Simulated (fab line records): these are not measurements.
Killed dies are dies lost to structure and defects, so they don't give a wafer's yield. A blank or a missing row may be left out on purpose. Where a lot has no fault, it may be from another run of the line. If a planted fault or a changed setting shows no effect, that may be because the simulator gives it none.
The same fault as seen by 2 desks	flow gf180mcu	every desk sees just its own numbers, and what lay behind them comes last

## AT THE METROLOGY DESK
Lot by lot, what the gauges showed, no matter which tool ran the lot: averages of those sampled wafers that carry a number. A lot is out of limits, marked OUT, if its mean lies more than 4 standard deviations from the usual mean; the brackets give that distance.
Columns: A = cd nm at GF_V3_CD_MEAS_14, usual 260.0 nm; B = V3_OVL at GF_V3_OVL_MEAS_15, usual 3 nm
lot	first seen here	A	B
L458	day 24 00:05	258.7	10
L459	day 24 05:11	260.3	9
L460	day 24 13:43	261.7	-6
L471	day 28 03:30	258.4	-0
L474	day 28 20:20	260.2	6
L476	day 29 09:35	259.1	-3
Finding of this desk: none of the 6 lots has anything out of limits.

## DESK OF THE TOOL OWNER: wet bench-02
The tool's own readings at GF_V3_STRIP_19 (strips in post etch residue remover, time 1200 s): means of the sampled wafers that have a number, for each lot that ran on this tool. A lot is out of limits, marked OUT, if its mean lies more than 4 standard deviations from the usual mean; the brackets give that distance.
Columns: A = bath guard temp C at GF_V3_STRIP_19, usual 72.4 C; B = bath heat duty pct at GF_V3_STRIP_19, usual 15.1 %
lot	first seen here	A	B
L476	day 29 10:01	72.8	18.0
This desk's finding: nothing out of limits on the one lot.

## TAKEN TOGETHER
Nothing out of limits was seen by the metrology desk.
The desk of the tool owner found nothing out of limits.

## WHAT WAS PUT IN BY THE SIMULATOR
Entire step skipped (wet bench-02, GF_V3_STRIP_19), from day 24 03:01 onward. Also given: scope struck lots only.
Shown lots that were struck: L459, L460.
